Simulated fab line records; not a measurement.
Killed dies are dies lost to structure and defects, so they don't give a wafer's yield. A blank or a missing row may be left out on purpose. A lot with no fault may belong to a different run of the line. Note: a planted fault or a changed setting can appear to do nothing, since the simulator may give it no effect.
What tool caused it? :: flow sky130 :: 6 lots with 16 wafers sampled at 3 steps, on a route of 708 steps

== WHAT THE GAUGES SHOWED, per wafer ==
SKY_METAL2_RS_MEAS_05: a four-point-probe measurement.
lot: L548
measured: day 35 17:36
on: film_metro-04
METAL2_ALCU_RS (ohm/sq): 0.1261 0.1239 0.1238

lot: L547
measured: day 36 02:13
on: film_metro-03
METAL2_ALCU_RS (ohm/sq): 0.1393

lot: L554
measured: day 37 17:23
on: film_metro-03
METAL2_ALCU_RS (ohm/sq): 0.1277 0.1267 0.1256

lot: L558
measured: day 38 15:05
on: film_metro-03
METAL2_ALCU_RS (ohm/sq): 0.1270 0.1255 0.1261

lot: L561
measured: day 39 14:15
on: film_metro-03
METAL2_ALCU_RS (ohm/sq): 0.1251 0.1265 0.1266

lot: L564
measured: day 40 16:31
on: film_metro-03
METAL2_ALCU_RS (ohm/sq): 0.1256 0.1274 0.1253

== EACH LOT AND THE TOOL THAT RAN IT (in order: tool; ch and the chambers of the sampled wafers; start) ==
lot: L548
SKY_VIA1_SPUTTER_20: pvd_sputter-02, day 35 16:46
SKY_METAL2_SPUTTER_02: pvd_sputter-04, day 35 17:31

lot: L547
SKY_VIA1_SPUTTER_20: pvd_sputter-02, day 36 01:23
SKY_METAL2_SPUTTER_02: pvd_sputter-01, day 36 02:05

lot: L554
SKY_VIA1_SPUTTER_20: pvd_sputter-02, day 37 16:37
SKY_METAL2_SPUTTER_02: pvd_sputter-03, day 37 17:18

lot: L558
SKY_VIA1_SPUTTER_20: pvd_sputter-02, day 38 14:17
SKY_METAL2_SPUTTER_02: pvd_sputter-03, day 38 14:58

lot: L561
SKY_VIA1_SPUTTER_20: pvd_sputter-04, day 39 13:29
SKY_METAL2_SPUTTER_02: pvd_sputter-04, day 39 14:10

lot: L564
SKY_VIA1_SPUTTER_20: pvd_sputter-02, day 40 15:44
SKY_METAL2_SPUTTER_02: pvd_sputter-04, day 40 16:25
- SKY_VIA1_SPUTTER_20: material TiN, target thk 20 nm, time 80 s.
- SKY_METAL2_SPUTTER_02: material AlCu, target thk 250 nm, time 13.3 s.

== THE ANSWER, worked out from the rows above alone ==
Rule: the lots themselves supply what counts as usual. Put in order of their means at a reading, lots are off if they are a third of the lots or fewer, leave a main group of 4 or more, and stand apart from it by a gap of 3 or more times the standard deviation of the main group's means; of several such gaps the widest counts. A main group is skipped when, at the precision printed for the reading in the tables above, its means are all equal. Also off: a lot with no number at a reading for which 4 or more lots have one. Where the step has rows for the other lots, those lots are counted as sound.
Off: L547, at SKY_METAL2_RS_MEAS_05 (METAL2_ALCU_RS). The main group has a mean of 0.1259 ohm/sq with a standard deviation of 0.0007.
A tool fits if, at a process step before that reading, it ran every lot that is off, and no sound lot after the first of them. Those tools and the gauges at SKY_METAL2_RS_MEAS_05 are tried in the same way. One candidate fits, namely pvd_sputter-01 at SKY_METAL2_SPUTTER_02. It ran no sound lot before its first lot that is off in this sample, so the start can't be narrowed down.

== WHAT HAD BEEN PUT IN BY THE SIMULATOR ==
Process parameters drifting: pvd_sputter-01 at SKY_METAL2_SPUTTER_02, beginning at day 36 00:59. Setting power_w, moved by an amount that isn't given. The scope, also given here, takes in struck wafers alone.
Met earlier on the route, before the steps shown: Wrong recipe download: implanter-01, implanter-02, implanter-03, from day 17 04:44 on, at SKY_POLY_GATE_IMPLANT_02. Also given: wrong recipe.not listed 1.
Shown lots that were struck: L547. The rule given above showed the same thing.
